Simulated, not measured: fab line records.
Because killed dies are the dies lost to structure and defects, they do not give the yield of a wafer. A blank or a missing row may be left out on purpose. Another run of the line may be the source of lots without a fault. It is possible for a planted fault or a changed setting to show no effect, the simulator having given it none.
fab line records ; flow sfqLine
record: lots: 14; wafers: 42; lastDay: 94
route steps=325 shown I7@301
lots untouched by any fault: they come from a run of this same line in which no faults occurred
startH: start of the lot's first displayed wafer, in hours after the record's first day ; waitH: time in hours since the lot's previous step ; " as in the row above ; L1.1+2: a row that stands for several wafers ; - either no value or no given start ; * or withheld: withheld ; < > ~ a bound
route shown NAME@n: NAME is a module with steps in the file, n the number in the route of the first one ; usual: average and standard deviation across the fault-free wafers ; same: alike in all rows ; chamber/n: place in a boat ; sites: the reading at each site ; _std_site: their standard deviation ; _edge_site: inner sites' mean taken away from outer sites' mean ; radiusMm: for every site, how far away it sits from the centre of the wafer ; mask NAME#n: copy n ; behind: the tool/chamber that last shaped the wafer ; hold: what put the lot on hold/how long, in hours/how the hold closed ; device: whichever transistor did not switch (one of n, p or np) ; end of line: the route-end tests of the same wafers ; for a step that has no rows: nothing shown but its recipe ; killed: at the first sort, the dies lost to defects and structure; wafer yield is something else ; map: dies across one wafer; x = killed, . = not, _ = none there
set.NAME: the setting as run; set.NAME@STEP: as run at that earlier step ; model.NAME: the simulator's own value behind a step, which no gauge read
steps of the route over a sample of lots; a table a step, a row a wafer
== steps ==
step: SFQ_TRILAYER_I7_VIA_LITHO_COAT_187
recipe: resist: KrF; spinRpm: 3000; resistThkNm: 650
usual: spinSpeedRpm: 2999.7/2.1
lot.wafer;tool;chamber;startH;waitH;spinSpeedRpm
L555.2;lithoTrack-02;0;1840.95;0.2;2999.4
L555.5;lithoTrack-02;0;1840.95;0.2;2997.9
L555.6;lithoTrack-02;0;1840.95;0.2;2998.0
L556.3;lithoTrack-02;0;1844.00;0.2;3002.0
L556.5;lithoTrack-02;0;1844.00;0.2;3000.9
L556.6;lithoTrack-02;0;1844.00;0.2;3001.6
L559.3;lithoTrack-01;0;1854.85;0.2;3002.2
L559.5;lithoTrack-01;0;1854.85;0.2;2998.2
L559.6;lithoTrack-01;0;1854.85;0.2;2995.7
L560.2;lithoTrack-01;0;1856.17;0.2;2998.3
L560.3;lithoTrack-01;0;1856.17;0.2;2996.0
L560.5;lithoTrack-01;0;1856.17;0.2;2999.8
L561.1;lithoTrack-03;0;1862.12;0.2;2997.9
L561.5;lithoTrack-03;0;1862.12;0.2;2997.5
L561.6;lithoTrack-03;0;1862.12;0.2;2999.0
L562.2;lithoTrack-03;0;1865.17;0.2;3000.8
L562.3;lithoTrack-03;0;1865.17;0.2;3001.5
L562.4;lithoTrack-03;0;1865.17;0.2;3000.6
L563.2;lithoTrack-01;0;1878.10;0.2;2999.4
L563.5;lithoTrack-01;0;1878.10;0.2;3002.8
L563.6;lithoTrack-01;0;1878.10;0.2;3002.8
L564.1;lithoTrack-01;0;1893.67;0.2;2996.1
L564.2;lithoTrack-01;0;1893.67;0.2;2997.3
L564.4;lithoTrack-01;0;1893.67;0.2;3000.0
L569.2;lithoTrack-03;0;2040.90;0.2;3001.2
L569.3;lithoTrack-03;0;2040.90;0.2;3000.8
L569.4;lithoTrack-03;0;2040.90;0.2;3001.3
L573.1;lithoTrack-01;0;2051.47;0.2;3597.4
L573.2;lithoTrack-01;0;2051.47;0.2;3595.3
L573.6;lithoTrack-01;0;2051.47;0.2;3595.6
L574.2;lithoTrack-01;0;2053.32;0.2;3594.1
L574.4;lithoTrack-01;0;2053.32;0.2;3594.1
L574.5;lithoTrack-01;0;2053.32;0.2;3594.4
L575.1;lithoTrack-02;0;2054.47;0.2;3000.8
L575.2;lithoTrack-02;0;2054.47;0.2;2997.2
L575.3;lithoTrack-02;0;2054.47;0.2;3000.6
L576.1;lithoTrack-03;0;2056.27;0.2;2997.7
L576.2;lithoTrack-03;0;2056.27;0.2;2997.3
L576.4;lithoTrack-03;0;2056.27;0.2;3000.5
L578.1;lithoTrack-03;0;2089.79;0.2;2998.0
L578.4;lithoTrack-03;0;2089.79;0.2;2997.1
L578.5;lithoTrack-03;0;2089.79;0.2;2998.6
== key ==
firstSign: step: SFQ_TRILAYER_I7_VIA_LITHO_COAT_187; reading: spinSpeedRpm; direction: up; sigmas: 99+; usual: 2999.7; struck: 3595.1
effect none on later readings
metAt SFQ_TRILAYER_I7_VIA_LITHO_COAT_187
struckLots L573,L574
onsetBetween 1893.67 2051.47
fault: kind: processParameterDrift; tool: lithoTrack-01; chamber: -; onsetH: 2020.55; steps: SFQ_TRILAYER_I7_VIA_LITHO_COAT_187; channel: spinRpm; offset: 596.8; shape: step; endH: 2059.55; actsIn: theseRecipesOnly; stated: 3000
